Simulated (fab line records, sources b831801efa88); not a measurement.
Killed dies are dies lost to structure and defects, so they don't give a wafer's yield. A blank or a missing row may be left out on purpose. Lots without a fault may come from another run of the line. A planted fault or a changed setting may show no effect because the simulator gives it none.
Chamber matching | flow sky130 | SKY_POLY_CUT_ETCH_10 on rie_diel-01: 4 sister chambers
The step etches BARC in N2/H2, stops on SiO2, time 45.9 s, target depth 60 nm. 8 wafers are shown with their chamber, then 7 later ones without.

WAFERS WITH THEIR CHAMBER
wafer  | chamber | drypump_motor_current_A (A) | throttle_valve_pct (%)
L751.2 | 3       | 5.41                        | 13.211
L758.4 | 3       | 5.41                        | 13.222
L760.5 | 1       | 5.58                        | 13.234
L768.3 | 1       | 5.55                        | 13.222
L768.4 | 0       | 5.85                        | 13.235
L768.5 | 2       | 6.24                        | 13.234
L769.1 | 0       | 5.84                        | 13.229
L769.2 | 2       | 6.23                        | 13.236

WAFERS WITHOUT THEIR CHAMBER
wafer  | drypump_motor_current_A (A) | throttle_valve_pct (%)
L769.4 | 6.23                        | 13.209
L771.1 | 5.41                        | 13.231
L771.3 | 5.82                        | 13.246
L771.5 | 5.39                        | 13.223
L772.2 | 5.82                        | 13.216
L772.3 | 5.43                        | 13.229
L772.4 | 6.26                        | 13.243

WHICH CHAMBER EACH WENT THROUGH
wafer  | from the rows above | in truth
L769.4 | 2                   | 2
L771.1 | 3                   | 3
L771.3 | 0                   | 0
L771.5 | 3                   | 3
L772.2 | 0                   | 0
L772.3 | 3                   | 3
L772.4 | 2                   | 2
Placed correctly: 7 of 7. Can't be placed from these rows: 0. Placed wrongly: 0.
How it was worked out, from the rows above alone: a wafer's distance from a chamber is the root of the sum, over the readings, of the square of ((its reading less the chamber's mean) divided by the reading's scatter). The wafer belongs to the nearest chamber; if the next one is less than 2 further off, it can't be placed. A chamber's mean is the mean of its shown wafers. The scatter: the root of (the sum of the squares of (reading less its chamber's mean) over the shown wafers, divided by (wafers less chambers)).
